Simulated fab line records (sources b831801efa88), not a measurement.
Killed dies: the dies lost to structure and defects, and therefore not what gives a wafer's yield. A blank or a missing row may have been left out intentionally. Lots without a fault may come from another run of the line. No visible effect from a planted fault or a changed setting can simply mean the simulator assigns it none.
fab line records    flow sky130
record: lots: 24  wafers: 72  lastDay: 50
route steps=708 shown METAL2@498 VIA2@528 CAP2M@606 METAL4@629 VIA4@660
lots that met no fault: from a run of the same line without faults
startH: hours from the record's opening day to when the first of the lot's shown wafers began    waitH: hours elapsed since this lot's preceding step    " same as the row above    L1.1+2: a single row standing in for several wafers    - either no value or no given start    * or withheld: withheld    < > ~ a bound
route shown NAME@n: a module of which the file shows steps, and the number in the route of the first    usual: the fault-free wafers' mean and standard deviation    same: alike in all rows    chamber/n: place in a boat    sites: readings site by site    _std_site: the values' standard deviation    _edge_site: the outer-site mean with the inner-site mean subtracted    radiusMm: for every site, how far away it sits from the centre of the wafer    mask NAME#n: copy n    behind: the most recent tool/chamber to have shaped the wafer    hold: cause of the lot's hold/its duration in hours/its outcome    device: names the non-switching transistor (n, p or np)    end of line: the route-end tests of the same wafers    a step with no rows: only its recipe    killed: count of dies lost to structure and defects at first sort (not the wafer's yield)    map: the dies of a wafer, with x for killed, . for not killed, _ for no die there
set.NAME: the setting that was run; set.NAME@STEP: the one run at that earlier step    model.NAME: the simulator's own value behind a step, which no gauge read
a sample of lots followed through the steps of the route, with each step as a table and each wafer as a row
services: when a tool's chamber went out of use (startH, in hours from the record's first day, below 0 if earlier), for how many hours, and the reason
== steps ==
step: SKY_METAL2_CD_MEAS_15
recipe: targetCdNm: 140
usual: cdNm: 139.8/1.5
lot.wafer  tool      chamber  startH  waitH  cdNm
L074.1     cdSem-01  -        820.03  -      139.9
L074.2     "         -        "       "      141.5
L074.6     "         -        "       "      139.1
L075.2     cdSem-02  -        825.09  -      140.8
L075.3     "         -        "       "      142.1
L075.6     "         -        "       "      140.8
L076.2     cdSem-01  -        832.59  -      139.4
L076.3     "         -        "       "      139.1
L076.4     "         -        "       "      140.2
L077.2     cdSem-01  -        844.24  -      140.4
L077.4     "         -        "       "      140.5
L077.5     "         -        "       "      140.0
L078.1     cdSem-01  -        851.27  -      137.5
L078.3     "         -        "       "      137.8
L078.5     "         -        "       "      139.6
L079.1     cdSem-01  -        866.33  -      141.2
L079.4     "         -        "       "      141.0
L079.6     "         -        "       "      139.7
L080.1     cdSem-02  -        879.33  -      142.6
L080.3     "         -        "       "      141.3
L080.6     "         -        "       "      143.4
L081.1     cdSem-02  -        880.21  -      138.7
L081.3     "         -        "       "      139.0
L081.4     "         -        "       "      138.3
L083.1     cdSem-02  -        891.62  -      139.1
L083.2     "         -        "       "      138.5
L083.6     "         -        "       "      139.5
L082.2     cdSem-02  -        897.48  -      139.4
L082.4     "         -        "       "      139.7
L082.5     "         -        "       "      140.2
L084.1     cdSem-02  -        898.33  -      141.1
L084.4     "         -        "       "      141.7
L084.5     "         -        "       "      140.7
L086.1     cdSem-02  -        912.46  -      137.7
L086.3     "         -        "       "      138.8
L086.6     "         -        "       "      139.0
L085.1     cdSem-01  -        918.76  -      140.3
L085.4     "         -        "       "      142.0
L085.5     "         -        "       "      141.0
L087.1     cdSem-02  -        929.43  -      140.4
L087.4     "         -        "       "      141.4
L087.5     "         -        "       "      141.6
L088.1     cdSem-01  -        934.92  -      137.3
L088.2     "         -        "       "      136.3
L088.6     "         -        "       "      136.0
L089.2     cdSem-01  -        938.83  -      139.6
L089.3     "         -        "       "      139.1
L089.5     "         -        "       "      139.2
L090.1     cdSem-01  -        943.62  -      137.8
L090.2     "         -        "       "      137.7
L090.5     "         -        "       "      139.0
L091.1     cdSem-02  -        947.11  -      138.5
L091.2     "         -        "       "      138.7
L091.5     "         -        "       "      138.0
L092.1     cdSem-01  -        958.39  -      141.3
L092.4     "         -        "       "      141.2
L092.6     "         -        "       "      140.2
L093.1     cdSem-01  -        966.27  -      139.0
L093.2     "         -        "       "      139.0
L093.3     "         -        "       "      138.1
L094.1     cdSem-01  -        969.83  -      140.7
L094.2     "         -        "       "      139.3
L094.6     "         -        "       "      139.7
L095.1     cdSem-01  -        983.62  -      137.7
L095.2     "         -        "       "      138.8
L095.6     "         -        "       "      138.9
L097.3     cdSem-01  -        998.27  -      142.1
L097.4     "         -        "       "      141.8
L097.5     "         -        "       "      143.5
L096.1     cdSem-02  -        999.46  -      140.6
L096.3     "         -        "       "      140.1
L096.5     "         -        "       "      140.5
step: SKY_VIA2_CVD_21
recipe: material: W  targetThkNm: 420  timeS: 126.4  tempC: 400  pressureTorr: 40
usual: heaterPowerW: 882/30
lot.wafer  tool     chamber  startH   waitH  heaterPowerW
L074.1     cvdW-02  0        848.49   0.0    937
L074.2     "        1        "        "      864
L074.6     "        0        "        "      967
L075.2     cvdW-02  0        853.27   0.0    952
L075.3     "        0        "        "      945
L075.6     "        0        "        "      955
L076.2     cvdW-01  1        861.83   0.0    899
L076.3     "        1        "        "      874
L076.4     "        0        "        "      861
L077.2     cvdW-01  0        872.82   0.0    868
L077.4     "        1        "        "      900
L077.5     "        1        "        "      898
L078.1     cvdW-01  1        880.64   0.0    898
L078.3     "        1        "        "      892
L078.5     "        1        "        "      913
L079.1     cvdW-01  0        894.29   0.0    838
L079.4     "        1        "        "      896
L079.6     "        1        "        "      897
L080.1     cvdW-01  1        907.58   0.0    886
L080.3     "        0        "        "      883
L080.6     "        0        "        "      845
L081.1     cvdW-01  0        908.56   0.0    862
L081.3     "        0        "        "      848
L081.4     "        1        "        "      903
L083.1     cvdW-02  1        918.94   0.0    856
L083.2     "        0        "        "      906
L083.6     "        0        "        "      914
L082.2     cvdW-01  1        925.13   0.0    911
L082.4     "        0        "        "      865
L082.5     "        1        "        "      921
L084.1     cvdW-02  0        926.29   0.0    893
L084.4     "        0        "        "      899
L084.5     "        1        "        "      848
L086.1     cvdW-02  1        940.88   0.0    848
L086.3     "        1        "        "      843
L086.6     "        0        "        "      891
L085.1     cvdW-02  0        945.76   0.0    913
L085.4     "        0        "        "      894
L085.5     "        0        "        "      892
L087.1     cvdW-02  0        956.29   0.0    869
L087.4     "        0        "        "      893
L087.5     "        0        "        "      886
L088.1     cvdW-02  0        961.74   0.0    881
L088.2     "        1        "        "      839
L088.6     "        0        "        "      864
L089.2     cvdW-02  1        965.58   0.0    844
L089.3     "        1        "        "      828
L089.5     "        1        "        "      879
L090.1     cvdW-02  1        970.33   0.0    857
L090.2     "        0        "        "      894
L090.5     "        1        "        "      843
L091.1     cvdW-02  1        973.94   0.0    868
L091.2     "        0        "        "      897
L091.5     "        1        "        "      842
L092.1     cvdW-02  0        983.98   0.0    893
L092.4     "        1        "        "      835
L092.6     "        0        "        "      892
L093.1     cvdW-01  0        992.32   0.0    868
L093.2     "        1        "        "      906
L093.3     "        0        "        "      862
L094.1     cvdW-01  0        996.14   0.0    875
L094.2     "        1        "        "      904
L094.6     "        1        "        "      888
L095.1     cvdW-02  1        1009.74  0.0    830
L095.2     "        0        "        "      908
L095.6     "        1        "        "      847
L097.3     cvdW-02  1        1023.83  0.1    836
L097.4     "        0        "        "      880
L097.5     "        0        "        "      882
L096.1     cvdW-01  1        1024.74  0.0    890
L096.3     "        1        "        "      930
L096.5     "        1        "        "      913
step: SKY_CAP2M_RS_MEAS_03
recipe: thkMeasGauge: four-point-probe  reads: TiN_of_CAP2M_SPUTTER_02
usual: CAP2M_TIN_RS: 7.21/0.1
lot.wafer  tool          chamber  startH   waitH  CAP2M_TIN_RS[ohm/sq]
L074.1     filmMetro-04  -        931.13   0.1    7.26
L074.2     "             -        "        "      7.25
L074.6     "             -        "        "      7.26
L075.2     filmMetro-02  -        935.14   0.1    7.20
L075.3     "             -        "        "      7.54
L075.6     "             -        "        "      7.38
L076.2     filmMetro-04  -        943.53   0.1    7.36
L076.3     "             -        "        "      7.30
L076.4     "             -        "        "      7.30
L077.2     filmMetro-04  -        954.45   0.1    7.26
L077.4     "             -        "        "      7.36
L077.5     "             -        "        "      7.32
L078.1     filmMetro-02  -        960.57   0.1    7.31
L078.3     "             -        "        "      7.21
L078.5     "             -        "        "      7.20
L079.1     filmMetro-02  -        972.08   0.1    7.13
L079.4     "             -        "        "      7.18
L079.6     "             -        "        "      7.13
L080.1     filmMetro-02  -        986.89   0.1    7.21
L080.3     "             -        "        "      7.29
L080.6     "             -        "        "      7.27
L081.1     filmMetro-04  -        987.18   0.1    7.22
L081.3     "             -        "        "      7.40
L081.4     "             -        "        "      7.35
L083.1     filmMetro-01  -        996.77   0.1    7.24
L083.2     "             -        "        "      7.29
L083.6     "             -        "        "      7.41
L082.2     filmMetro-04  -        1002.91  0.1    7.19
L082.4     "             -        "        "      7.19
L082.5     "             -        "        "      7.23
L084.1     filmMetro-04  -        1004.13  0.1    7.26
L084.4     "             -        "        "      7.19
L084.5     "             -        "        "      7.19
L086.1     filmMetro-04  -        1017.20  0.1    7.16
L086.3     "             -        "        "      7.26
L086.6     "             -        "        "      7.22
L085.1     filmMetro-04  -        1022.13  0.1    7.09
L085.4     "             -        "        "      7.17
L085.5     "             -        "        "      7.06
L087.1     filmMetro-01  -        1032.09  0.1    7.34
L087.4     "             -        "        "      7.29
L087.5     "             -        "        "      7.17
L088.1     filmMetro-02  -        1037.07  0.1    7.26
L088.2     "             -        "        "      7.39
L088.6     "             -        "        "      7.39
L089.2     filmMetro-02  -        1041.22  0.1    7.03
L089.3     "             -        "        "      7.07
L089.5     "             -        "        "      7.08
L090.1     filmMetro-02  -        1045.29  0.1    7.09
L090.2     "             -        "        "      7.15
L090.5     "             -        "        "      7.09
L091.1     filmMetro-04  -        1048.12  0.1    7.31
L091.2     "             -        "        "      7.16
L091.5     "             -        "        "      7.17
L092.1     filmMetro-01  -        1056.93  0.1    7.27
L092.4     "             -        "        "      7.13
L092.6     "             -        "        "      7.22
L093.1     filmMetro-02  -        1065.51  0.1    7.11
L093.2     "             -        "        "      7.10
L093.3     "             -        "        "      7.09
L094.1     filmMetro-02  -        1068.53  0.1    7.07
L094.2     "             -        "        "      7.19
L094.6     "             -        "        "      6.98
L095.1     filmMetro-04  -        1080.75  0.1    7.10
L095.2     "             -        "        "      7.17
L095.6     "             -        "        "      7.07
L097.3     filmMetro-02  -        1093.13  0.1    7.20
L097.4     "             -        "        "      7.23
L097.5     "             -        "        "      7.22
L096.1     filmMetro-04  -        1093.78  0.1    7.10
L096.3     "             -        "        "      7.17
L096.5     "             -        "        "      7.10
step: SKY_METAL4_CD_MEAS_13
recipe: targetCdNm: 300
usual: cdNm: 300.2/1.5
lot.wafer  tool      chamber  startH   waitH  cdNm
L074.1     cdSem-02  -        980.86   -      299.0
L074.2     "         -        "        "      300.1
L074.6     "         -        "        "      298.5
L075.2     cdSem-02  -        984.23   -      297.7
L075.3     "         -        "        "      298.8
L075.6     "         -        "        "      298.9
L076.2     cdSem-02  -        991.90   -      300.0
L076.3     "         -        "        "      299.7
L076.4     "         -        "        "      301.3
L077.2     cdSem-02  -        1003.09  -      300.4
L077.4     "         -        "        "      299.8
L077.5     "         -        "        "      299.3
L078.1     cdSem-01  -        1009.03  -      296.8
L078.3     "         -        "        "      297.0
L078.5     "         -        "        "      297.9
L079.1     cdSem-02  -        1019.88  -      301.1
L079.4     "         -        "        "      301.9
L079.6     "         -        "        "      302.2
L080.1     cdSem-02  -        1033.42  -      297.9
L080.3     "         -        "        "      298.3
L080.6     "         -        "        "      299.3
L081.1     cdSem-02  -        1034.26  -      300.3
L081.3     "         -        "        "      301.8
L081.4     "         -        "        "      299.6
L083.1     cdSem-01  -        1043.02  -      299.0
L083.2     "         -        "        "      298.9
L083.6     "         -        "        "      299.8
L082.2     cdSem-02  -        1048.93  -      300.6
L082.4     "         -        "        "      300.0
L082.5     "         -        "        "      302.8
L084.1     cdSem-01  -        1050.47  -      299.9
L084.4     "         -        "        "      298.8
L084.5     "         -        "        "      299.4
L086.1     cdSem-02  -        1062.67  -      298.5
L086.3     "         -        "        "      299.4
L086.6     "         -        "        "      298.9
L085.1     cdSem-02  -        1066.72  -      301.3
L085.4     "         -        "        "      300.9
L085.5     "         -        "        "      301.5
L087.1     cdSem-02  -        1076.12  -      298.6
L087.4     "         -        "        "      299.3
L087.5     "         -        "        "      300.5
L088.1     cdSem-01  -        1080.36  -      301.2
L088.2     "         -        "        "      300.8
L088.6     "         -        "        "      301.4
L089.2     cdSem-02  -        1084.88  -      301.5
L089.3     "         -        "        "      302.8
L089.5     "         -        "        "      302.5
L090.1     cdSem-02  -        1088.57  -      300.5
L090.2     "         -        "        "      301.9
L090.5     "         -        "        "      301.9
L091.1     cdSem-01  -        1090.61  -      303.3
L091.2     "         -        "        "      301.5
L091.5     "         -        "        "      303.1
L092.1     cdSem-01  -        1099.58  -      301.2
L092.4     "         -        "        "      299.6
L092.6     "         -        "        "      300.5
L093.1     cdSem-01  -        1107.47  -      300.7
L093.2     "         -        "        "      300.0
L093.3     "         -        "        "      300.2
L094.1     cdSem-01  -        1110.31  -      299.5
L094.2     "         -        "        "      299.4
L094.6     "         -        "        "      300.2
L095.1     cdSem-02  -        1122.43  -      299.4
L095.2     "         -        "        "      300.6
L095.6     "         -        "        "      299.3
L097.3     cdSem-01  -        1132.67  -      298.7
L097.4     "         -        "        "      299.2
L097.5     "         -        "        "      299.0
L096.1     cdSem-01  -        1133.71  -      301.7
L096.3     "         -        "        "      302.1
L096.5     "         -        "        "      302.4
step: SKY_METAL4_ETCH_16
recipe: chemistry: N2/H2  target: BARC  ionEnergyEv: 200  biasW: 100  pressureMtorr: 30  n2FlowSccm: 100  h2FlowSccm: 200  icpW: 500  stopOn: SiO2  timeS: 88.2  targetDepthA: 600
usual: biasW: 100.07/0.26  drypumpMotorCurrentA: 5.54/0.21  oesProductAu: 0.625/0.0046  throttleValvePct: 13.203/0.0098
lot.wafer  tool         chamber  startH   waitH  biasW   drypumpMotorCurrentA  oesProductAu  rfHoursCounterH  throttleValvePct
L074.1     rieMetal-01  0        981.05   0.0    100.49  5.85                  0.629         3                13.203
L074.2     "            1        "        "      100.29  5.11                  0.622         16               13.207
L074.6     "            0        "        "      99.95   5.86                  0.625         -                13.203
L075.2     rieMetal-02  0        984.40   0.0    100.14  5.52                  0.623         15               13.205
L075.3     "            1        "        "      99.95   5.81                  0.634         -                13.194
L075.6     "            0        "        "      99.56   5.50                  0.636         -                13.196
L076.2     rieMetal-02  0        992.07   0.0    100.28  5.51                  0.634         15               13.202
L076.3     "            0        "        "      99.84   5.53                  0.626         -                13.198
L076.4     "            1        "        "      100.09  5.81                  0.634         -                13.198
L077.2     rieMetal-02  1        1003.26  0.0    100.38  5.80                  0.629         4                13.199
L077.4     "            0        "        "      99.79   5.52                  0.629         -                13.202
L077.5     "            1        "        "      100.29  5.81                  0.623         -                13.204
L078.1     rieMetal-01  1        1009.22  0.0    99.91   5.13                  0.637         18               13.201
L078.3     "            1        "        "      99.79   5.11                  0.622         -                13.218
L078.5     "            0        "        "      100.19  5.86                  0.621         -                13.213
L079.1     rieMetal-03  0        1020.07  0.0    100.45  5.46                  0.627         10               13.217
L079.4     "            0        "        "      100.00  5.48                  0.626         -                13.208
L079.6     "            1        "        "      100.14  5.44                  0.623         -                13.214
L080.1     rieMetal-01  1        1033.61  0.0    100.09  5.11                  0.620         20               13.209
L080.3     "            0        "        "      99.92   5.88                  0.627         -                13.218
L080.6     "            1        "        "      100.49  5.10                  0.629         -                13.205
L081.1     rieMetal-03  0        1034.45  0.0    100.16  5.47                  0.624         10               13.210
L081.3     "            0        "        "      100.45  5.46                  0.626         -                13.190
L081.4     "            1        "        "      100.22  5.42                  0.627         -                13.180
L083.1     rieMetal-01  0        1043.21  0.0    100.18  5.86                  0.629         7                13.213
L083.2     "            1        "        "      100.48  5.12                  0.625         21               13.193
L083.6     "            1        "        "      100.11  5.13                  0.629         -                13.196
L082.2     rieMetal-03  0        1049.10  0.0    100.07  5.45                  0.630         11               13.212
L082.4     "            1        "        "      100.09  5.41                  0.626         -                13.201
L082.5     "            1        "        "      100.37  5.42                  0.625         -                13.207
L084.1     rieMetal-02  0        1050.66  0.0    99.79   5.50                  0.628         19               13.214
L084.4     "            1        "        "      99.88   5.81                  0.621         -                13.210
L084.5     "            1        "        "      100.15  5.80                  0.619         -                13.186
L086.1     rieMetal-02  1        1062.86  0.0    100.15  5.82                  0.625         8                13.193
L086.3     "            0        "        "      100.41  5.53                  0.625         -                13.222
L086.6     "            0        "        "      99.92   5.52                  0.631         -                13.224
L085.1     rieMetal-03  1        1066.91  0.0    99.94   5.40                  0.619         3                13.194
L085.4     "            0        "        "      100.41  5.46                  0.623         -                13.194
L085.5     "            0        "        "      100.17  5.45                  0.621         -                13.199
L087.1     rieMetal-03  0        1076.31  0.0    100.14  5.43                  0.620         13               13.210
L087.4     "            1        "        "      100.06  5.39                  0.631         -                13.181
L087.5     "            1        "        "      100.04  5.41                  0.625         -                13.218
L088.1     rieMetal-03  1        1080.55  0.0    99.54   5.45                  0.625         3                13.200
L088.2     "            0        "        "      100.11  5.46                  0.626         13               13.206
L088.6     "            1        "        "      99.80   5.45                  0.624         -                13.205
L089.2     rieMetal-03  0        1085.05  0.0    100.35  5.46                  0.626         13               13.207
L089.3     "            0        "        "      99.83   5.44                  0.621         -                13.178
L089.5     "            1        "        "      100.12  5.43                  0.625         -                13.194
L090.1     rieMetal-02  0        1088.76  0.0    100.46  5.51                  0.622         21               13.210
L090.2     "            1        "        "      100.55  5.82                  0.621         10               13.213
L090.5     "            0        "        "      100.56  5.51                  0.622         -                13.209
L091.1     rieMetal-03  1        1090.80  0.0    100.04  5.45                  0.623         4                13.192
L091.2     "            0        "        "      100.39  5.45                  0.627         14               13.198
L091.5     "            1        "        "      100.46  5.45                  0.626         -                13.195
L092.1     rieMetal-02  1        1099.77  0.0    100.14  5.81                  0.623         11               13.201
L092.4     "            1        "        "      100.48  5.82                  0.614         -                13.206
L092.6     "            1        "        "      99.90   5.82                  0.626         -                13.212
L093.1     rieMetal-02  0        1107.66  0.0    99.80   5.53                  0.624         23               13.203
L093.2     "            1        "        "      100.07  5.78                  0.632         11               13.209
L093.3     "            0        "        "      99.66   5.54                  0.619         -                13.202
L094.1     rieMetal-03  1        1110.51  0.0    99.64   5.42                  0.622         5                13.191
L094.2     "            0        "        "      99.80   5.46                  0.622         15               13.192
L094.6     "            0        "        "      99.97   5.46                  0.625         -                13.220
L095.1     rieMetal-03  0        1122.62  0.0    100.26  5.44                  0.622         16               13.214
L095.2     "            1        "        "      100.03  5.41                  0.627         6                13.192
L095.6     "            0        "        "      100.11  5.45                  0.627         -                13.202
L097.3     rieMetal-03  1        1132.85  0.0    99.82   5.45                  0.629         -                13.218
L097.4     "            0        "        "      100.00  5.44                  0.640         -                13.207
L097.5     "            0        "        "      99.59   5.46                  0.622         -                13.196
L096.1     rieMetal-01  0        1133.93  0.1    100.09  5.88                  0.624         14               13.203
L096.3     "            0        "        "      100.12  5.86                  0.624         -                13.217
L096.5     "            0        "        "      99.80   5.86                  0.628         -                13.199
step: SKY_VIA4_CMP_21
recipe: stopOn: SiO2  tOverpolishS: 25  downForcePsi: 3.5  platenRpm: 60  targetThkNm: 0  padVelocityMS: 0.94248
usual: motorCurrentA: 10.8/1.2  overpolishRunS: 25.000/0.0093  slurryFlowMlMin: 150.0/0.45  timeToEndpointS: 118/5.5
lot.wafer  tool    chamber  startH   waitH  motorCurrentA  overpolishRunS  slurryFlowMlMin  timeToEndpointS
L074.2     cmp-01  0        1007.67  0.1    9.2            25.007          149.8            114
L074.1     "       1        "        "      10.3           24.989          150.2            118
L074.6     "       3        "        "      11.2           25.014          150.0            115
L075.3     cmp-02  0        1010.60  0.1    11.7           25.005          150.1            116
L075.2     "       1        "        "      10.7           24.988          150.6            117
L075.6     "       0        "        "      11.6           24.991          150.0            111
L076.2     cmp-01  2        1018.32  0.0    12.1           24.996          150.2            118
L076.3     "       3        "        "      11.5           25.011          149.9            114
L076.4     "       1        "        "      10.2           25.002          150.4            118
L077.4     cmp-02  0        1028.96  0.1    11.9           24.995          150.1            114
L077.2     "       1        "        "      10.1           24.999          149.7            121
L077.5     "       3        "        "      9.3            25.001          149.3            125
L078.3     cmp-01  3        1034.22  0.1    11.5           25.008          149.5            114
L078.1     "       0        "        "      9.6            25.003          150.1            112
L078.5     "       2        "        "      11.8           24.996          149.9            113
L079.4     cmp-01  0        1045.07  0.1    8.9            25.009          150.2            112
L079.1     "       1        "        "      10.1           24.991          150.0            116
L079.6     "       0        "        "      9.8            24.998          150.3            113
L080.1     cmp-02  0        1058.86  0.2    12.0           24.992          149.6            112
L080.3     "       3        "        "      8.9            25.016          150.4            124
L080.6     "       0        "        "      11.7           24.997          149.7            110
L081.1     cmp-02  0        1059.76  0.6    11.5           25.007          149.7            115
L081.3     "       1        "        "      10.4           25.018          150.1            124
L081.4     "       2        "        "      9.8            24.998          150.2            127
L083.1     cmp-01  2        1067.29  0.1    11.6           24.981          150.0            118
L083.2     "       3        "        "      11.3           25.023          149.6            122
L083.6     "       2        "        "      12.7           25.008          150.6            121
L082.4     cmp-02  0        1073.33  0.3    12.0           24.983          149.2            117
L082.2     "       2        "        "      9.9            25.013          150.7            129
L082.5     "       0        "        "      13.3           25.006          148.8            118
L084.1     cmp-02  0        1074.74  0.2    12.3           24.985          150.0            114
L084.4     "       1        "        "      10.9           25.001          150.0            121
L084.5     "       0        "        "      12.2           24.987          148.9            113
L086.3     cmp-01  2        1086.82  0.0    12.3           24.998          149.1            113
L086.1     "       3        "        "      11.4           24.986          150.0            113
L086.6     "       3        "        "      10.8           25.010          149.6            112
L085.1     cmp-02  0        1090.86  0.1    12.3           25.016          150.2            107
L085.4     "       2        "        "      10.1           25.005          150.2            115
L085.5     "       1        "        "      10.3           24.998          150.0            119
L087.4     cmp-02  0        1099.31  0.1    11.5           24.995          149.6            115
L087.1     "       2        "        "      10.2           24.991          149.8            123
L087.5     "       0        "        "      11.6           24.986          149.5            114
L088.2     cmp-01  2        1103.48  0.0    12.6           25.001          149.7            116
L088.1     "       3        "        "      11.1           24.998          149.7            116
L088.6     "       2        "        "      12.1           24.996          149.7            122
L089.3     cmp-01  2        1107.90  0.0    12.2           25.013          148.8            115
L089.2     "       0        "        "      9.3            25.017          150.3            112
L089.5     "       3        "        "      11.5           25.000          149.9            113
L090.2     cmp-01  3        1111.73  0.1    11.3           24.999          150.2            115
L090.1     "       0        "        "      9.7            25.010          149.4            115
L090.5     "       1        "        "      10.0           24.998          150.4            118
L091.2     cmp-02  3        1113.76  0.0    9.7            25.005          150.4            130
L091.1     "       2        "        "      9.7            25.002          149.5            124
L091.5     "       0        "        "      11.9           24.997          150.9            115
L092.1     cmp-01  3        1122.12  0.1    11.3           25.005          149.7            118
L092.4     "       2        "        "      12.9           25.003          150.7            124
L092.6     "       3        "        "      11.2           24.990          149.9            117
L093.2     cmp-01  0        1129.97  0.0    9.0            25.018          149.6            111
L093.1     "       1        "        "      10.5           24.993          150.1            119
L093.3     "       2        "        "      12.5           24.995          150.4            117
L094.2     cmp-02  0        1132.60  0.1    11.6           24.998          151.1            111
L094.1     "       1        "        "      10.7           24.985          149.6            125
L094.6     "       0        "        "      11.7           24.991          150.2            119
L095.2     cmp-01  3        1144.12  0.1    11.8           25.012          150.0            114
L095.1     "       1        "        "      10.6           25.010          150.2            118
L095.6     "       2        "        "      12.3           24.990          149.8            118
L097.4     cmp-02  1        1153.78  0.1    10.6           25.006          150.5            115
L097.3     "       2        "        "      9.9            24.990          151.2            121
L097.5     "       1        "        "      10.7           25.013          150.6            120
L096.1     cmp-01  3        1155.47  0.1    11.7           24.995          150.0            115
L096.3     "       2        "        "      12.7           24.981          150.0            120
L096.5     "       3        "        "      11.8           25.007          150.0            114
== services ==
tool         chamber  startH   hours  kind
cvdW-02      1        832.08   2.5    repair
cvdW-01      -        841.19   0.8    repair
rieMetal-03  -        844.26   0.6    repair
cmp-02       -        854.05   4.4    pm
cvdW-02      -        890.65   6.0    pm
rieMetal-03  1        894.15   19.9   repair
cvdW-02      -        904.00   14.0   pm
cmp-01       -        912.00   4.0    pm
cmp-01       -        930.32   1.3    repair
cmp-01       -        940.29   3.6    repair
cvdW-02      1        943.79   13.4   repair
cmp-02       -        967.68   1.8    repair
cmp-02       -        980.76   1.5    repair
cmp-02       -        985.39   1.1    repair
cvdW-02      -        988.63   14.6   pm
cmp-02       -        990.02   0.4    repair
cmp-01       -        1029.14  3.4    pm
cmp-01       -        1056.23  4.2    pm
cmp-01       -        1072.16  1.3    repair
cmp-01       -        1079.40  2.4    repair
cmp-02       -        1084.20  4.0    pm
cmp-01       -        1119.29  1.4    repair
cmp-01       -        1131.67  3.7    repair
cmp-01       -        1132.37  4.1    repair
== key ==
fault none
